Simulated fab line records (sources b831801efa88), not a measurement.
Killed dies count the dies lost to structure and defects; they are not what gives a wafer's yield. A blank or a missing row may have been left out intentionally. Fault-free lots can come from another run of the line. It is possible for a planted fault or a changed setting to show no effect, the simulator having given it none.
2 desks looking at one fault | flow sky130 | each desk has only its own numbers; what lay behind them comes last

## FOR THE TOOL OWNER'S DESK: krf_scanner-02
The tool's own readings at SKY_VIA1_EXPOSE_09 (exposes mask VIM, target cd 150 nm): means of the sampled wafers that have a number, for each lot that ran on this tool. A lot is out of limits, marked OUT, if its mean lies more than 4 standard deviations from the usual mean; the brackets give that distance.
Columns: A = exposure_dose_mJ_cm2 at SKY_VIA1_EXPOSE_09, usual 37.92
lot  | first seen here | A
L827 | day 34 17:52    | 37.98
L826 | day 34 20:14    | 37.98
L831 | day 35 18:38    | 37.92
L836 | day 37 04:29    | 37.93
L837 | day 37 10:20    | 37.97
L841 | day 38 07:17    | 37.92
This desk found nothing out of limits on any of the 6 lots.

## AT THE METROLOGY DESK
What the gauges read for every lot (on any tool): the sampled wafers with a number, averaged. A lot is out of limits, marked OUT, if its mean lies more than 4 standard deviations from the usual mean; the brackets give that distance.
Columns: A = VIA1_OVL at SKY_VIA1_OVL_MEAS_13, usual 1 nm
lot  | first seen here | A
L827 | day 35 07:53    | -6
L826 | day 35 09:33    | 2
L828 | day 35 12:23    | -3
L830 | day 35 23:15    | -2
L831 | day 36 08:55    | 3
L836 | day 37 18:15    | 1
L837 | day 37 23:40    | 31 (+6.0) OUT
L841 | day 38 20:19    | 36 (+7.1) OUT
L844 | day 39 18:25    | 10
L845 | day 40 02:29    | 1
L847 | day 40 22:32    | 1
This desk's finding: out of limits on L837, L841; first on L837, day 37 23:40 (VIA1_OVL at SKY_VIA1_OVL_MEAS_13). Within limits: L827, L826, L828, L830, L831, L836, L844, L845, L847.

## BROUGHT TOGETHER
Metrology desk: alarm possible at day 37 23:40 on L837, L841.
The tool owner's desk saw nothing out of limits.
On record at the tool owner's desk: L837, L841, within its limits.
All the named lots went through SKY_VIA1_EXPOSE_09 on krf_scanner-02.

## WHAT HAD BEEN PUT IN BY THE SIMULATOR
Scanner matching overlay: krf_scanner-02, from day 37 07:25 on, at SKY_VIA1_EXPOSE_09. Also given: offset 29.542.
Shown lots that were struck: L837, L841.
Delay in hours, fault start to first out-of-limits reading, per desk: metrology desk 16.
